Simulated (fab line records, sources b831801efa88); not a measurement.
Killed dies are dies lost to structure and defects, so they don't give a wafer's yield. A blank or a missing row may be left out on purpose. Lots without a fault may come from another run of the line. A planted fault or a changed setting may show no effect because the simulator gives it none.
A struck lot beside a sound one | flow sky130 | 16 steps out of a route of 708
Sound: wafers L461.3, L461.4, L461.6. Struck: wafers L469.3, L469.4, L469.5. The cause comes at the end.
At each step with rows: each side's tool, then ch and its chambers, then its first start. Under that, the readings that differ: sound wafers | struck wafers | difference of the means | sigmas: that difference in standard deviations of wafers without a fault.
alike: readings whose means differ by less than 2 such deviations, and words and numbers that are the same on both sides. not compared: withheld readings, readings that some wafer has no value for, bounds like >300 that may hide the same value, and numbers for which the record gives no deviation and whose values overlap.
The two part at a step that has a row with sigmas, a row that says differs or no value, or rows on one side only. Numbers that don't overlap but have no deviation are shown without sigmas and don't part them. A reading that every wafer of one side lacks parts them only if that side has two wafers or more.

first, 5 steps without rows for these wafers: SKY_SONOS_TUNNEL_COAT_02 (resist thk 1140 nm); SKY_SONOS_TUNNEL_SOFTBAKE_03 (time 60 s); SKY_SONOS_TUNNEL_EXPOSE_04 (exposes mask TUNM, target cd 410 nm); SKY_SONOS_TUNNEL_PEB_05; SKY_SONOS_TUNNEL_DEVELOP_06 (develop time 60 s).
SKY_SONOS_TUNNEL_CD_MEAS_07: target cd 410 nm.
  sound on cd_sem-01, day 12 00:19; struck on cd_sem-02, day 14 15:52
  alike: cd_nm
SKY_SONOS_TUNNEL_OVL_MEAS_08:
  sound on overlay-02, day 12 00:25; struck on overlay-02, day 14 15:57
  alike: SONOS_TUNNEL_OVL
then, 3 steps without rows for these wafers: SKY_SONOS_TUNNEL_IMPLANT_09; SKY_SONOS_TUNNEL_WET_ETCH_10 (etches SiO2 in dHF, target depth 14 nm, time 280 s); SKY_SONOS_TUNNEL_STRIP_11 (strips in SPM, time 600 s).
SKY_SONOS_TUNNEL_TW_MEAS_12:
  sound on film_metro-02, day 12 00:52; struck on film_metro-02, day 14 16:25
  alike: SONOS_TUNNEL_TW
then, 1 step without rows for these wafers: SKY_SONOS_TUNNEL_CLEAN_13 (cleans in dHF, time 20 s).
SKY_SONOS_ONO_OXIDATION_00: stabilise 600 s, purge 300 s, target thk 2.6 nm.
  sound on furnace-02 ch 0, day 12 02:32; struck on furnace-02 ch 0, day 14 16:28
  reading                                          | sound             | struck            | difference | sigmas
  model.SiO2_of_SONOS_ONO_OXIDATION_00.thk_nm (nm) | 2.614 2.638 2.615 | 3.006 2.921 2.984 | +0.348     |
  alike: tube_center_temp_C_max
SKY_SONOS_ONO_THK_MEAS_01:
  sound on film_metro-02, day 12 03:54; struck on film_metro-02, day 14 17:50
  reading                      | sound          | struck         | difference | sigmas
  SONOS_ONO_OXIDATION_THK (nm) | 2.64 2.65 2.62 | 3.06 2.89 2.97 | +0.34      | +6
then, 1 step without rows for these wafers: SKY_SONOS_ONO_CVD_02 (deposits Si3N4 from DCS/NH3, target thk 10.5 nm, time 180 s).
-- the record jumps here: 34 days lie between the struck wafers' starts before and after (it left off in module SONOS_ONO and takes up again in module PAD_OPEN, whose first step shown is number 708 of the route) --
SKY_PAD_OPEN_PROBE_99:
  sound on prober-01, day 46 09:17; struck on prober-02, day 48 09:02
  reading                               | sound                   | struck                  | difference | sigmas
  model.etest.cap_ono.gate_log10_a_cm2  | -8.055 -8.084 -8.024    | -8.665 -8.346 -8.445    | -0.431     |
  model.etest.sonos_erased.vt_v (V)     | -2.181 -2.228 -2.238    | -1.71 -1.945 -1.883     | +0.37      |
  model.etest.cap_ono.tox_acc_nm (nm)   | 12.94 12.96 12.95       | 13.42 13.23 13.31       | +0.37      |
  model.etest.sonos_programmed.vt_v (V) | 1.441 1.387 1.455       | 1.174 1.335 1.285       | -0.163     |
  model.etest.sonos_baked.vt_less_v (V) | -0.5233 -0.4593 -0.5489 | -0.2805 -0.3418 -0.3341 | +0.1917    |
  alike: killed_at_M0_to_M3, killed_at_M4_up, killed_at_contacts, killed_at_front_end, killed_at_other, killed_dies, killed_on_rim, killed_open, killed_short
  not compared: model.etest.sonos_erased.drive_ua_um

WHERE THEY PART
Only at SKY_SONOS_ONO_THK_MEAS_01, within this record. Later steps at which nothing parts them and some readings are alike: SKY_PAD_OPEN_PROBE_99.

WHY: what the simulator had put in
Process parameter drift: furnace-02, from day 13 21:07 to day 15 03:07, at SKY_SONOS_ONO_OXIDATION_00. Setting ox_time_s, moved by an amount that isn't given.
